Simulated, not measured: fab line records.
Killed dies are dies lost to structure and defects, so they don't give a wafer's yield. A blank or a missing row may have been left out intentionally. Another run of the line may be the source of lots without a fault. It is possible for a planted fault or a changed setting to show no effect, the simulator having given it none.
Problem report, 8D (eight disciplines) form, completed by code | flow gf180mcu | the parts of the form that need people (team, actions taken, sign-off) are left out

== 1. THE ISSUE ==
Mean MIM_CVD_05_THK at GF_MIM_THK_MEAS_06: 67.9 nm over 6 wafers in 2 lots; fault-free wafers: 41.8 nm, standard deviation 0.59. That is +44 standard deviations from the usual mean.
The first sign was on wafer L315.1 at day 25 20:42, on film metro-04. At this step, 39 wafers from 14 lots have a number in the record. Rule for "out" (also "out of limits"): further than 4 standard deviations from the usual mean. The other wafers with a number count as sound.

== 2. WHAT IT IS, WHAT IT ISN'T ==
question                    | is                           | is not
which readings at this step | MIM_CVD_05_THK               | -
which lots                  | L315, L317                   | L311, L312, L313, L314, L325, L327, L328, L329, L330, L331, L333, L334
which wafers of those lots  | all that have a number       | -
read on which gauges        | film metro-01, film metro-04 | film metro-03
when                        | from day 25 20:42            | up to then (11 sound wafers); but 22 sound wafers of L325, L327, L328, L329, L330, L331, L333, L334 came after

== 3. SUSPECTS, AND WHAT RULES EACH OUT ==
Counting: a tool at any process step up to the reading remains a suspect when it ran all the lots that are out and ran no sound lot after the first of those.
- ruled out: the gauge at GF_MIM_THK_MEAS_06. 2 gauges (film metro-01, film metro-04) read the wafers that are out.
- pecvd-03 at GF_MIM_CVD_05 (deposits Si3N4, target thk 42 nm, time 29.086 s): ruled out as a lasting fault. Following L315 (day 25 20:39), the first lot on it that is out, the sound lots L325 were run on it.
Left after counting: nothing in the record.

== 4. THE CAUSE (what the simulator had put in) ==
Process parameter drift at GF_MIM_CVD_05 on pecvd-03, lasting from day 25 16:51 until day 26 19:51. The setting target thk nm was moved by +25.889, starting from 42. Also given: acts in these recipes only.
It was ruled out by counting, in error; the rule expects a fault to strike all lots run on its tool from its start on, and this fault did not.

== 5. SEQUENCE OF EFFECTS, ordered by route ==
One row per reading whose mean, taken over the struck wafers that have a number, lies over 3 standard deviations from the usual. Only readings for which the record gives a usual standard deviation are gone through. hours: the time from each lot's start at the first step in this table that gives one to its start at this step, as a median over the lots. sigmas: the change in usual standard deviations.
hours | step               | reading        | usual   | on struck wafers | change | sigmas
0     | GF_MIM_THK_MEAS_06 | MIM_CVD_05_THK | 41.8 nm | 67.9             | +26.1  | +44

== 6. WHAT WOULD HAVE CAUGHT IT SOONER ==
4 hours passed between the start of the fault at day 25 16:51 and the first reading out of limits at a measuring or inspecting step in this record, taken at day 25 20:42.
No tool reading at GF_MIM_CVD_05 that has a usual standard deviation in the record was out on any struck wafer, so an alarm limit of 4 standard deviations on those readings would not have fired.
